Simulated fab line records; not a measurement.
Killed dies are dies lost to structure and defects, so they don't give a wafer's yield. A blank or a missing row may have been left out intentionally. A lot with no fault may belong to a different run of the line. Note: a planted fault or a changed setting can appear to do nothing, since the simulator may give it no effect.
fab line records || flow sky130
record {"lots": 6, "wafers": 18, "last-day": 49}
route steps=708 shown SONOS_ONO@171 PAD_OPEN@708
lots with no fault: from the same line, run without faults
start-h: the number of hours between the record's first day and the start of the first shown wafer of the lot || wait-h: hours since the lot's step before || " unchanged from the row above || L1.1+2: several wafers, shown together as one row || - no value present, or no start provided || * or withheld: withheld || < > ~ a bound
route shown NAME@n: names a module that has steps shown in the file, with the first one's number in the route || usual: the fault-free wafers' mean and standard deviation || same: alike in all rows || chamber/n: place in a boat || sites: the reading at each site || _std_site: standard deviation across them || _edge_site: inner sites' mean taken away from outer sites' mean || radius-mm: how far each site lies from the wafer's centre || mask NAME#n: copy n || behind: the tool/chamber that last shaped the wafer || hold: what put the lot on hold/how long, in hours/how the hold closed || device: the transistor (n, p or np) that didn't switch || end of line: at the end of the route, the tests of the same wafers || for a step that has no rows: nothing shown but its recipe || killed: count of dies lost to structure and defects at first sort (not the wafer's yield) || map: shows each die of a wafer: x if killed, . if not, _ if none is there
set.NAME: the setting that was run; set.NAME@STEP: the one run at that earlier step || model.NAME: the simulator's own value behind a step, which no gauge read
a table for each step, a row for each wafer; lots at some steps of the route
services: a tool's chamber out of use, with start hour (start-h, from the record's first day; less than 0 if before it), hours out, and reason
## steps
# step SKY_SONOS_ONO_THK_MEAS_03
# recipe {"reads": "Si3N4_of_SONOS_ONO_CVD_02"}
# usual {"SONOS_ONO_CVD_02_THK": "10.40/0.13"}
{"lot.wafer": "L165.1", "tool": "film-metro-02", "chamber": "-", "start-h": 277.13, "wait-h": 0.0, "SONOS_ONO_CVD_02_THK[nm]": 10.58}
{"lot.wafer": "L165.2", "tool": "film-metro-02", "chamber": "-", "start-h": 277.13, "wait-h": 0.0, "SONOS_ONO_CVD_02_THK[nm]": 10.59}
{"lot.wafer": "L165.4", "tool": "film-metro-02", "chamber": "-", "start-h": 277.13, "wait-h": 0.0, "SONOS_ONO_CVD_02_THK[nm]": 10.65}
{"lot.wafer": "L173.1", "tool": "film-metro-04", "chamber": "-", "start-h": 324.46, "wait-h": 0.0, "SONOS_ONO_CVD_02_THK[nm]": 10.35}
{"lot.wafer": "L173.2", "tool": "film-metro-04", "chamber": "-", "start-h": 324.46, "wait-h": 0.0, "SONOS_ONO_CVD_02_THK[nm]": 10.32}
{"lot.wafer": "L173.3", "tool": "film-metro-04", "chamber": "-", "start-h": 324.46, "wait-h": 0.0, "SONOS_ONO_CVD_02_THK[nm]": 10.27}
{"lot.wafer": "L175.2", "tool": "film-metro-02", "chamber": "-", "start-h": 356.43, "wait-h": 0.0, "SONOS_ONO_CVD_02_THK[nm]": 10.32}
{"lot.wafer": "L175.4", "tool": "film-metro-02", "chamber": "-", "start-h": 356.43, "wait-h": 0.0, "SONOS_ONO_CVD_02_THK[nm]": 10.53}
{"lot.wafer": "L175.5", "tool": "film-metro-02", "chamber": "-", "start-h": 356.43, "wait-h": 0.0, "SONOS_ONO_CVD_02_THK[nm]": 10.30}
{"lot.wafer": "L176.1", "tool": "film-metro-04", "chamber": "-", "start-h": 356.47, "wait-h": 0.1, "SONOS_ONO_CVD_02_THK[nm]": 10.38}
{"lot.wafer": "L176.3", "tool": "film-metro-04", "chamber": "-", "start-h": 356.47, "wait-h": 0.1, "SONOS_ONO_CVD_02_THK[nm]": 10.42}
{"lot.wafer": "L176.4", "tool": "film-metro-04", "chamber": "-", "start-h": 356.47, "wait-h": 0.1, "SONOS_ONO_CVD_02_THK[nm]": 10.28}
{"lot.wafer": "L181.3", "tool": "film-metro-04", "chamber": "-", "start-h": 386.14, "wait-h": 0.0, "SONOS_ONO_CVD_02_THK[nm]": 10.32}
{"lot.wafer": "L181.5", "tool": "film-metro-04", "chamber": "-", "start-h": 386.14, "wait-h": 0.0, "SONOS_ONO_CVD_02_THK[nm]": 10.34}
{"lot.wafer": "L181.6", "tool": "film-metro-04", "chamber": "-", "start-h": 386.14, "wait-h": 0.0, "SONOS_ONO_CVD_02_THK[nm]": 10.37}
{"lot.wafer": "L184.1", "tool": "film-metro-01", "chamber": "-", "start-h": 412.47, "wait-h": 0.0, "SONOS_ONO_CVD_02_THK[nm]": 10.48}
{"lot.wafer": "L184.2", "tool": "film-metro-01", "chamber": "-", "start-h": 412.47, "wait-h": 0.0, "SONOS_ONO_CVD_02_THK[nm]": 10.37}
{"lot.wafer": "L184.5", "tool": "film-metro-01", "chamber": "-", "start-h": 412.47, "wait-h": 0.0, "SONOS_ONO_CVD_02_THK[nm]": 10.58}
# step SKY_SONOS_ONO_CVD_04
# recipe {"material": "SiO2", "precursor": "SiH4/N2O", "target-thk-nm": 5.7199, "temp-c": 900, "pressure-mtorr": 400}
# step SKY_SONOS_ONO_THK_MEAS_05
# recipe {"reads": "SiO2_of_SONOS_ONO_CVD_04"}
# usual {"SONOS_ONO_CVD_04_THK": "5.77/0.098"}
{"lot.wafer": "L165.1", "tool": "film-metro-01", "chamber": "-", "start-h": 279.07, "wait-h": 0.0, "SONOS_ONO_CVD_04_THK[nm]": 5.64}
{"lot.wafer": "L165.2", "tool": "film-metro-01", "chamber": "-", "start-h": 279.07, "wait-h": 0.0, "SONOS_ONO_CVD_04_THK[nm]": 5.69}
{"lot.wafer": "L165.4", "tool": "film-metro-01", "chamber": "-", "start-h": 279.07, "wait-h": 0.0, "SONOS_ONO_CVD_04_THK[nm]": 5.59}
{"lot.wafer": "L173.1", "tool": "film-metro-04", "chamber": "-", "start-h": 325.77, "wait-h": 0.0, "SONOS_ONO_CVD_04_THK[nm]": 5.86}
{"lot.wafer": "L173.2", "tool": "film-metro-04", "chamber": "-", "start-h": 325.77, "wait-h": 0.0, "SONOS_ONO_CVD_04_THK[nm]": 5.74}
{"lot.wafer": "L173.3", "tool": "film-metro-04", "chamber": "-", "start-h": 325.77, "wait-h": 0.0, "SONOS_ONO_CVD_04_THK[nm]": 5.73}
{"lot.wafer": "L175.2", "tool": "film-metro-04", "chamber": "-", "start-h": 357.74, "wait-h": 0.0, "SONOS_ONO_CVD_04_THK[nm]": 5.79}
{"lot.wafer": "L175.4", "tool": "film-metro-04", "chamber": "-", "start-h": 357.74, "wait-h": 0.0, "SONOS_ONO_CVD_04_THK[nm]": 5.76}
{"lot.wafer": "L175.5", "tool": "film-metro-04", "chamber": "-", "start-h": 357.74, "wait-h": 0.0, "SONOS_ONO_CVD_04_THK[nm]": 5.79}
{"lot.wafer": "L176.1", "tool": "film-metro-04", "chamber": "-", "start-h": 358.98, "wait-h": 0.0, "SONOS_ONO_CVD_04_THK[nm]": 5.71}
{"lot.wafer": "L176.3", "tool": "film-metro-04", "chamber": "-", "start-h": 358.98, "wait-h": 0.0, "SONOS_ONO_CVD_04_THK[nm]": 5.76}
{"lot.wafer": "L176.4", "tool": "film-metro-04", "chamber": "-", "start-h": 358.98, "wait-h": 0.0, "SONOS_ONO_CVD_04_THK[nm]": 5.68}
{"lot.wafer": "L181.3", "tool": "film-metro-01", "chamber": "-", "start-h": 387.45, "wait-h": 0.0, "SONOS_ONO_CVD_04_THK[nm]": 5.54}
{"lot.wafer": "L181.5", "tool": "film-metro-01", "chamber": "-", "start-h": 387.45, "wait-h": 0.0, "SONOS_ONO_CVD_04_THK[nm]": 5.56}
{"lot.wafer": "L181.6", "tool": "film-metro-01", "chamber": "-", "start-h": 387.45, "wait-h": 0.0, "SONOS_ONO_CVD_04_THK[nm]": 5.53}
{"lot.wafer": "L184.1", "tool": "film-metro-02", "chamber": "-", "start-h": 413.78, "wait-h": 0.0, "SONOS_ONO_CVD_04_THK[nm]": 5.83}
{"lot.wafer": "L184.2", "tool": "film-metro-02", "chamber": "-", "start-h": 413.78, "wait-h": 0.0, "SONOS_ONO_CVD_04_THK[nm]": 5.74}
{"lot.wafer": "L184.5", "tool": "film-metro-02", "chamber": "-", "start-h": 413.78, "wait-h": 0.0, "SONOS_ONO_CVD_04_THK[nm]": 5.93}
# step SKY_SONOS_ONO_DEHYDRATE_06
# recipe {"temp-c": 200, "time-s": 60}
# step SKY_SONOS_ONO_HMDS_07
# recipe {"prime-time-s": 60, "prime-temp-c": 120}
# step SKY_SONOS_ONO_COAT_08
# recipe {"resist": "NOVOLAK", "spin-rpm": 3000, "resist-thk-nm": 1140}
# step SKY_SONOS_ONO_SOFTBAKE_09
# recipe {"temp-c": 90, "time-s": 60, "resist": "NOVOLAK"}
# step SKY_SONOS_ONO_EXPOSE_10
# recipe {"mask-id": "ONOM", "target-cd-nm": 410, "na": 0.6, "source-shape": "conventional", "sigma-outer": 0.6, "dose-mj": 150}
# step SKY_SONOS_ONO_PEB_11
# recipe {"temp-c": "withheld", "time-s": "*", "resist": "NOVOLAK"}
# step SKY_SONOS_ONO_DEVELOP_12
# recipe {"develop-time-s": 60, "dev-temp-c": 23}
# step SKY_SONOS_ONO_CD_MEAS_13
# recipe {"target-cd-nm": 410}
# usual {"cd-nm": "410.2/2.2"}
{"lot.wafer": "L165.1", "tool": "cd-sem-01", "chamber": "-", "start-h": 303.66, "wait-h": 0.1, "cd-nm": 411.4}
{"lot.wafer": "L165.2", "tool": "cd-sem-01", "chamber": "-", "start-h": 303.66, "wait-h": 0.1, "cd-nm": 410.8}
{"lot.wafer": "L165.4", "tool": "cd-sem-01", "chamber": "-", "start-h": 303.66, "wait-h": 0.1, "cd-nm": 413.5}
{"lot.wafer": "L173.1", "tool": "cd-sem-02", "chamber": "-", "start-h": 351.21, "wait-h": 0.1, "cd-nm": 406.7}
{"lot.wafer": "L173.2", "tool": "cd-sem-02", "chamber": "-", "start-h": 351.21, "wait-h": 0.1, "cd-nm": 407.0}
{"lot.wafer": "L173.3", "tool": "cd-sem-02", "chamber": "-", "start-h": 351.21, "wait-h": 0.1, "cd-nm": 409.7}
{"lot.wafer": "L175.2", "tool": "cd-sem-01", "chamber": "-", "start-h": 384.90, "wait-h": 0.1, "cd-nm": 410.2}
{"lot.wafer": "L175.4", "tool": "cd-sem-01", "chamber": "-", "start-h": 384.90, "wait-h": 0.1, "cd-nm": 409.7}
{"lot.wafer": "L175.5", "tool": "cd-sem-01", "chamber": "-", "start-h": 384.90, "wait-h": 0.1, "cd-nm": 410.2}
{"lot.wafer": "L176.1", "tool": "cd-sem-02", "chamber": "-", "start-h": 386.31, "wait-h": 0.1, "cd-nm": 409.7}
{"lot.wafer": "L176.3", "tool": "cd-sem-02", "chamber": "-", "start-h": 386.31, "wait-h": 0.1, "cd-nm": 408.8}
{"lot.wafer": "L176.4", "tool": "cd-sem-02", "chamber": "-", "start-h": 386.31, "wait-h": 0.1, "cd-nm": 409.7}
{"lot.wafer": "L181.3", "tool": "cd-sem-01", "chamber": "-", "start-h": 416.95, "wait-h": 0.1, "cd-nm": 412.7}
{"lot.wafer": "L181.5", "tool": "cd-sem-01", "chamber": "-", "start-h": 416.95, "wait-h": 0.1, "cd-nm": 410.3}
{"lot.wafer": "L181.6", "tool": "cd-sem-01", "chamber": "-", "start-h": 416.95, "wait-h": 0.1, "cd-nm": 413.0}
{"lot.wafer": "L184.1", "tool": "cd-sem-02", "chamber": "-", "start-h": 444.88, "wait-h": 0.1, "cd-nm": 409.9}
{"lot.wafer": "L184.2", "tool": "cd-sem-02", "chamber": "-", "start-h": 444.88, "wait-h": 0.1, "cd-nm": 410.1}
{"lot.wafer": "L184.5", "tool": "cd-sem-02", "chamber": "-", "start-h": 444.88, "wait-h": 0.1, "cd-nm": 413.7}
# step SKY_SONOS_ONO_OVL_MEAS_14
# usual {"SONOS_ONO_OVL": "0.3/1.2"}
{"lot.wafer": "L165.1", "tool": "overlay-02", "chamber": "-", "start-h": 303.78, "wait-h": 0.1, "SONOS_ONO_OVL[nm]": 1.3}
{"lot.wafer": "L165.2", "tool": "overlay-02", "chamber": "-", "start-h": 303.78, "wait-h": 0.1, "SONOS_ONO_OVL[nm]": -0.3}
{"lot.wafer": "L165.4", "tool": "overlay-02", "chamber": "-", "start-h": 303.78, "wait-h": 0.1, "SONOS_ONO_OVL[nm]": -0.3}
{"lot.wafer": "L173.1", "tool": "overlay-01", "chamber": "-", "start-h": 351.33, "wait-h": 0.1, "SONOS_ONO_OVL[nm]": -0.6}
{"lot.wafer": "L173.2", "tool": "overlay-01", "chamber": "-", "start-h": 351.33, "wait-h": 0.1, "SONOS_ONO_OVL[nm]": 1.0}
{"lot.wafer": "L173.3", "tool": "overlay-01", "chamber": "-", "start-h": 351.33, "wait-h": 0.1, "SONOS_ONO_OVL[nm]": -1.7}
{"lot.wafer": "L175.2", "tool": "overlay-02", "chamber": "-", "start-h": 385.00, "wait-h": 0.1, "SONOS_ONO_OVL[nm]": 0.5}
{"lot.wafer": "L175.4", "tool": "overlay-02", "chamber": "-", "start-h": 385.00, "wait-h": 0.1, "SONOS_ONO_OVL[nm]": 0.5}
{"lot.wafer": "L175.5", "tool": "overlay-02", "chamber": "-", "start-h": 385.00, "wait-h": 0.1, "SONOS_ONO_OVL[nm]": 0.4}
{"lot.wafer": "L176.1", "tool": "overlay-02", "chamber": "-", "start-h": 386.43, "wait-h": 0.1, "SONOS_ONO_OVL[nm]": 1.6}
{"lot.wafer": "L176.3", "tool": "overlay-02", "chamber": "-", "start-h": 386.43, "wait-h": 0.1, "SONOS_ONO_OVL[nm]": 1.3}
{"lot.wafer": "L176.4", "tool": "overlay-02", "chamber": "-", "start-h": 386.43, "wait-h": 0.1, "SONOS_ONO_OVL[nm]": 0.5}
{"lot.wafer": "L181.3", "tool": "overlay-02", "chamber": "-", "start-h": 417.04, "wait-h": 0.1, "SONOS_ONO_OVL[nm]": -1.1}
{"lot.wafer": "L181.5", "tool": "overlay-02", "chamber": "-", "start-h": 417.04, "wait-h": 0.1, "SONOS_ONO_OVL[nm]": -1.6}
{"lot.wafer": "L181.6", "tool": "overlay-02", "chamber": "-", "start-h": 417.04, "wait-h": 0.1, "SONOS_ONO_OVL[nm]": -0.1}
{"lot.wafer": "L184.1", "tool": "overlay-01", "chamber": "-", "start-h": 445.00, "wait-h": 0.1, "SONOS_ONO_OVL[nm]": 0.3}
{"lot.wafer": "L184.2", "tool": "overlay-01", "chamber": "-", "start-h": 445.00, "wait-h": 0.1, "SONOS_ONO_OVL[nm]": -1.1}
{"lot.wafer": "L184.5", "tool": "overlay-01", "chamber": "-", "start-h": 445.00, "wait-h": 0.1, "SONOS_ONO_OVL[nm]": 0.7}
# step SKY_SONOS_ONO_ETCH_15
# recipe {"target-depth-nm": 19.52, "chemistry": "CHF3/O2", "source-w": 600, "bias-w": 200, "pressure-mtorr": 40, "chf3-flow-sccm": 50, "O2_flow_sccm": 5, "time-s": 7.8}
# usual {"drypump-motor-current-A": "6.0/0.51", "oes-product-au": "0.998/0.0091", "throttle-valve-pct": "8.823/0.0095"}
{"lot.wafer": "L165.1", "tool": "rie-diel-02", "chamber": 3, "start-h": 303.82, "wait-h": 0.0, "drypump-motor-current-A": 6.2, "oes-product-au": 1.003, "rf-hours-counter-h": 1, "throttle-valve-pct": 8.823, "model.SONOS_ONO.feature-depth-nm": 19.58, "model.etch.depth-nm": 19.58}
{"lot.wafer": "L165.2", "tool": "rie-diel-02", "chamber": 0, "start-h": 303.82, "wait-h": 0.0, "drypump-motor-current-A": 6.2, "oes-product-au": 0.997, "rf-hours-counter-h": 28, "throttle-valve-pct": 8.823, "model.SONOS_ONO.feature-depth-nm": 19.52, "model.etch.depth-nm": 19.52}
{"lot.wafer": "L165.4", "tool": "rie-diel-02", "chamber": 2, "start-h": 303.82, "wait-h": 0.0, "drypump-motor-current-A": 5.2, "oes-product-au": 0.981, "rf-hours-counter-h": 126, "throttle-valve-pct": 8.804, "model.SONOS_ONO.feature-depth-nm": 19.11, "model.etch.depth-nm": 19.11}
{"lot.wafer": "L173.1", "tool": "rie-diel-02", "chamber": 1, "start-h": 351.37, "wait-h": 0.0, "drypump-motor-current-A": 5.0, "oes-product-au": 1.016, "rf-hours-counter-h": 1, "throttle-valve-pct": 8.827, "model.SONOS_ONO.feature-depth-nm": 19.93, "model.etch.depth-nm": 19.93}
{"lot.wafer": "L173.2", "tool": "rie-diel-02", "chamber": 0, "start-h": 351.37, "wait-h": 0.0, "drypump-motor-current-A": 6.3, "oes-product-au": 0.998, "rf-hours-counter-h": 29, "throttle-valve-pct": 8.830, "model.SONOS_ONO.feature-depth-nm": 18.93, "model.etch.depth-nm": 18.93}
{"lot.wafer": "L173.3", "tool": "rie-diel-02", "chamber": 3, "start-h": 351.37, "wait-h": 0.0, "drypump-motor-current-A": 6.2, "oes-product-au": 1.003, "rf-hours-counter-h": 2, "throttle-valve-pct": 8.814, "model.SONOS_ONO.feature-depth-nm": 18.83, "model.etch.depth-nm": 18.83}
{"lot.wafer": "L175.2", "tool": "rie-diel-02", "chamber": 2, "start-h": 385.03, "wait-h": 0.0, "drypump-motor-current-A": 5.2, "oes-product-au": 0.990, "rf-hours-counter-h": 0, "throttle-valve-pct": 8.815, "model.SONOS_ONO.feature-depth-nm": 18.59, "model.etch.depth-nm": 18.59}
{"lot.wafer": "L175.4", "tool": "rie-diel-02", "chamber": 3, "start-h": 385.03, "wait-h": 0.0, "drypump-motor-current-A": 6.1, "oes-product-au": 0.998, "rf-hours-counter-h": 2, "throttle-valve-pct": 8.817, "model.SONOS_ONO.feature-depth-nm": 18.65, "model.etch.depth-nm": 18.65}
{"lot.wafer": "L175.5", "tool": "rie-diel-02", "chamber": 0, "start-h": 385.03, "wait-h": 0.0, "drypump-motor-current-A": 6.2, "oes-product-au": 0.990, "rf-hours-counter-h": "-", "throttle-valve-pct": 8.824, "model.SONOS_ONO.feature-depth-nm": 19.26, "model.etch.depth-nm": 19.26}
{"lot.wafer": "L176.1", "tool": "rie-diel-04", "chamber": 1, "start-h": 386.47, "wait-h": 0.0, "drypump-motor-current-A": 6.0, "oes-product-au": 0.996, "rf-hours-counter-h": 9, "throttle-valve-pct": 8.815, "model.SONOS_ONO.feature-depth-nm": 19.39, "model.etch.depth-nm": 19.39}
{"lot.wafer": "L176.3", "tool": "rie-diel-04", "chamber": 3, "start-h": 386.47, "wait-h": 0.0, "drypump-motor-current-A": 5.9, "oes-product-au": 1.007, "rf-hours-counter-h": 5, "throttle-valve-pct": 8.831, "model.SONOS_ONO.feature-depth-nm": 19.67, "model.etch.depth-nm": 19.67}
{"lot.wafer": "L176.4", "tool": "rie-diel-04", "chamber": 0, "start-h": 386.47, "wait-h": 0.0, "drypump-motor-current-A": 6.6, "oes-product-au": 1.003, "rf-hours-counter-h": 8, "throttle-valve-pct": 8.822, "model.SONOS_ONO.feature-depth-nm": 19.53, "model.etch.depth-nm": 19.53}
{"lot.wafer": "L181.3", "tool": "rie-diel-04", "chamber": 1, "start-h": 417.07, "wait-h": 0.0, "drypump-motor-current-A": 6.0, "oes-product-au": 0.998, "rf-hours-counter-h": 10, "throttle-valve-pct": 8.832, "model.SONOS_ONO.feature-depth-nm": 19.39, "model.etch.depth-nm": 19.39}
{"lot.wafer": "L181.5", "tool": "rie-diel-04", "chamber": 3, "start-h": 417.07, "wait-h": 0.0, "drypump-motor-current-A": 5.9, "oes-product-au": 1.002, "rf-hours-counter-h": "-", "throttle-valve-pct": 8.814, "model.SONOS_ONO.feature-depth-nm": 19.67, "model.etch.depth-nm": 19.67}
{"lot.wafer": "L181.6", "tool": "rie-diel-04", "chamber": 0, "start-h": 417.07, "wait-h": 0.0, "drypump-motor-current-A": 6.6, "oes-product-au": 0.998, "rf-hours-counter-h": "-", "throttle-valve-pct": 8.828, "model.SONOS_ONO.feature-depth-nm": 19.55, "model.etch.depth-nm": 19.55}
{"lot.wafer": "L184.1", "tool": "rie-diel-02", "chamber": 3, "start-h": 445.03, "wait-h": 0.0, "drypump-motor-current-A": 6.1, "oes-product-au": 0.992, "rf-hours-counter-h": 3, "throttle-valve-pct": 8.830, "model.SONOS_ONO.feature-depth-nm": 19.23, "model.etch.depth-nm": 19.23}
{"lot.wafer": "L184.2", "tool": "rie-diel-02", "chamber": 2, "start-h": 445.03, "wait-h": 0.0, "drypump-motor-current-A": 5.2, "oes-product-au": 1.011, "rf-hours-counter-h": 1, "throttle-valve-pct": 8.812, "model.SONOS_ONO.feature-depth-nm": 19.78, "model.etch.depth-nm": 19.78}
{"lot.wafer": "L184.5", "tool": "rie-diel-02", "chamber": 0, "start-h": 445.03, "wait-h": 0.0, "drypump-motor-current-A": 6.2, "oes-product-au": 0.982, "rf-hours-counter-h": "-", "throttle-valve-pct": 8.829, "model.SONOS_ONO.feature-depth-nm": 19.12, "model.etch.depth-nm": 19.12}
# step SKY_SONOS_ONO_WET_ETCH_16
# recipe {"chemistry": "dHF", "target-depth-nm": 14, "dry": "n2-spin", "target": "SiO2", "dilution": "100:1", "temp-c": 25, "time-s": 280}
# step SKY_PAD_OPEN_PROBE_99
# usual {"killed_at_M0_to_M3": "43/6.8", "killed_at_M4_up": "3.0/1.6", "killed-at-contacts": "25/6", "killed-at-front-end": "15/4.4", "killed-at-other": "0.3/0.52", "killed-dies": "86/9.6", "killed-open": "47/6.7", "killed-short": "39/6.8"}
# same {"gross-dies": 492, "killed-at-back-side": 0}
{"lot.wafer": "L176.1", "tool": "prober-01", "chamber": "-", "start-h": 1154.73, "wait-h": 0.1, "killed_at_M0_to_M3": 57, "killed_at_M4_up": 4, "killed-at-contacts": 20, "killed-at-front-end": 18, "killed-at-other": 0, "killed-dies": 99, "killed-open": 56, "killed-short": 43}
{"lot.wafer": "L176.3", "tool": "prober-01", "chamber": "-", "start-h": 1154.83, "wait-h": 0.2, "killed_at_M0_to_M3": 49, "killed_at_M4_up": 1, "killed-at-contacts": 30, "killed-at-front-end": 11, "killed-at-other": 1, "killed-dies": 92, "killed-open": 45, "killed-short": 47}
# killed by level:class
L176.1 VIA1:geometric-particle:open=12 VIA2:geometric-particle:open=11 VIA1:geometric-particle:short=8 CONTACT:geometric-particle:open=7 VIA3:geometric-particle:open=7 SPACER:geometric-particle:open=5 METAL2:geometric-particle:short=5 VIA3:geometric-particle:short=5
L176.3 VIA1:geometric-particle:open=11 LI_CONTACT:geometric-particle:open=8 LOCAL_INTERCONNECT:geometric-particle:short=8 CONTACT:geometric-particle:open=8 VIA2:geometric-particle:open=6 CONTACT:geometric-particle:short=6 METAL1:geometric-particle:short=6 VIA3:geometric-particle:open=5
## services
{"tool": "rie-diel-04", "chamber": 0, "start-h": 289.21, "hours": 6.5, "kind": "repair"}
{"tool": "rie-diel-02", "chamber": "-", "start-h": 289.77, "hours": 0.1, "kind": "repair"}
{"tool": "rie-diel-04", "chamber": "-", "start-h": 290.56, "hours": 4.3, "kind": "pm"}
{"tool": "rie-diel-02", "chamber": 0, "start-h": 304.02, "hours": 13.6, "kind": "repair"}
{"tool": "rie-diel-02", "chamber": "-", "start-h": 307.64, "hours": 2.8, "kind": "pm"}
{"tool": "rie-diel-04", "chamber": 2, "start-h": 317.67, "hours": 4.5, "kind": "repair"}
{"tool": "rie-diel-02", "chamber": 1, "start-h": 330.19, "hours": 14.6, "kind": "repair"}
{"tool": "rie-diel-02", "chamber": 0, "start-h": 331.91, "hours": 4.4, "kind": "repair"}
{"tool": "rie-diel-02", "chamber": 3, "start-h": 333.39, "hours": 3.9, "kind": "repair"}
{"tool": "rie-diel-04", "chamber": 2, "start-h": 346.94, "hours": 6.6, "kind": "repair"}
{"tool": "rie-diel-02", "chamber": 2, "start-h": 349.03, "hours": 3.6, "kind": "repair"}
{"tool": "rie-diel-02", "chamber": 2, "start-h": 352.68, "hours": "-", "kind": "clean"}
{"tool": "rie-diel-02", "chamber": 2, "start-h": 352.68, "hours": 31.8, "kind": "scheduled-down"}
{"tool": "rie-diel-02", "chamber": 2, "start-h": 352.68, "hours": 31.8, "kind": "vent-cycle"}
{"tool": "rie-diel-04", "chamber": 2, "start-h": 356.59, "hours": 5.4, "kind": "repair"}
{"tool": "rie-diel-04", "chamber": 2, "start-h": 443.84, "hours": 4.6, "kind": "repair"}
## key
first-sign none at tools or gauges
model-effect {"step": "SKY_SONOS_ONO_ETCH_15", "value": "SONOS_ONO.feature-depth-nm", "without": 19.47, "struck": 18.75}
met-at SKY_SONOS_ONO_ETCH_15
struck-wafers L173.2,L173.3,L175.2,L175.4
tester-left-out L173,L175
onset-between 303.82 351.37
fault {"kind": "process-parameter-drift", "tool": "rie-diel-02", "chamber": "-", "onset-h": 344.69, "steps": "SKY_SONOS_ONO_ETCH_15", "channel": "time-s", "offset": "*", "shape": "step", "end-h": 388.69, "scope": "struck-wafers-only", "acts-in": "*", "stated": "*"}
# tester-left-out: of these lots the tester's yield and bins aren't shown, on N5 and GAA mostly nor the transistor test; their killed dies are dies lost to structure and defects alone, not to doping, threshold or leakage, so they don't give the yield
